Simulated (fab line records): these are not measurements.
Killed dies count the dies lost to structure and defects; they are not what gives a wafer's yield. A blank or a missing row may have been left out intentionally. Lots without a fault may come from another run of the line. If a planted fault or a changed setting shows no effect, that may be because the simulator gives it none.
Problem report in the 8D (eight disciplines) form, filled by code / flow sky130 / the parts of the form that need people (team, actions taken, sign-off) are left out

== 1. THE ISSUE ==
Wafers free of any fault read 180.3 nm (standard deviation 1.3) for POLY_GATE_CVD_00_THK at SKY_POLY_GATE_THK_MEAS_01, against a mean of 72.3 nm on 6 wafers of 2 lots. That puts it -83 standard deviations away from the usual mean.
The first sign was on wafer L759.1 at day 20 06:32, on film-metro-01. The record has a number at this step for 36 wafers belonging to 12 lots. The rule behind "out" and "out of limits": a value lying over 4 standard deviations away from the usual mean. The rest of the wafers with a number are treated as sound.

== 2. WHAT IT IS; WHAT IT IS NOT ==
question=which readings at this step; is=POLY_GATE_CVD_00_THK; is not=-
question=which lots; is=L759, L760; is not=L742, L743, L744, L745, L746, L747, L748, L750, L754, L756
question=which wafers of those lots; is=all that have a number; is not=-
question=read on which gauges; is=film-metro-01, film-metro-02; is not=film-metro-04
question=when; is=from day 20 06:32; is not=up to then (30 sound wafers)

== 3. SUSPECTS, AND WHAT RULES EACH OUT ==
Counting: any tool at a process step up to the reading is kept as a suspect provided that every lot that is out went through it and no sound lot did after the first of them.
- the gauge at SKY_POLY_GATE_THK_MEAS_01: ruled out. 2 gauges (film-metro-01, film-metro-02) read the wafers that are out.
- lpcvd-01 at SKY_POLY_GATE_CVD_00 (deposits poly-Si, target thk 180 nm, time 720 s): kept. It ran every lot that is out, first L759 (day 20 05:20), and no sound lot after that; its last sound lot up to then is L756 (day 19 04:23).
The count leaves lpcvd-01 at SKY_POLY_GATE_CVD_00.

== 4. THE CAUSE (what the simulator had put in) ==
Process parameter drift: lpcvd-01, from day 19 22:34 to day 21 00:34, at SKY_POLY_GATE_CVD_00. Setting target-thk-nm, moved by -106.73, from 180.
Counting left only this tool.

== 5. SEQUENCE OF EFFECTS, ordered by route ==
One row per reading whose mean, taken over the struck wafers that have a number, lies over 3 standard deviations from the usual. Only readings whose record carries a usual standard deviation are examined. hours: median over the lots of the time between each lot's start at the first step of this table that gives one and its start at this step. sigmas: the change, counted in usual standard deviations.
hours=0; step=SKY_POLY_GATE_THK_MEAS_01; reading=POLY_GATE_CVD_00_THK; usual=180.3 nm; on struck wafers=72.3; change=-108.0; sigmas=-83
hours=64; step=SKY_POLY_GATE_ETCH_17; reading=oes-product-au; usual=0.989 a.u.; on struck wafers=0.562; change=-0.427; sigmas=-65
Here are the process steps it includes:
- SKY_POLY_GATE_ETCH_17: etches poly-Si in HBr/Cl2, stops on SiO2, target depth 180 nm, time 70.5 s.

== 6. WHAT WOULD HAVE CAUGHT IT SOONER ==
8 hours passed between the start of the fault at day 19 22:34 and the first reading out of limits at a measuring or inspecting step in this record, taken at day 20 06:32.
L760, from the lots that are out (2), started SKY_POLY_GATE_CVD_00 on lpcvd-01 later than day 20 06:32. A hold on the tool at that time would have spared it.
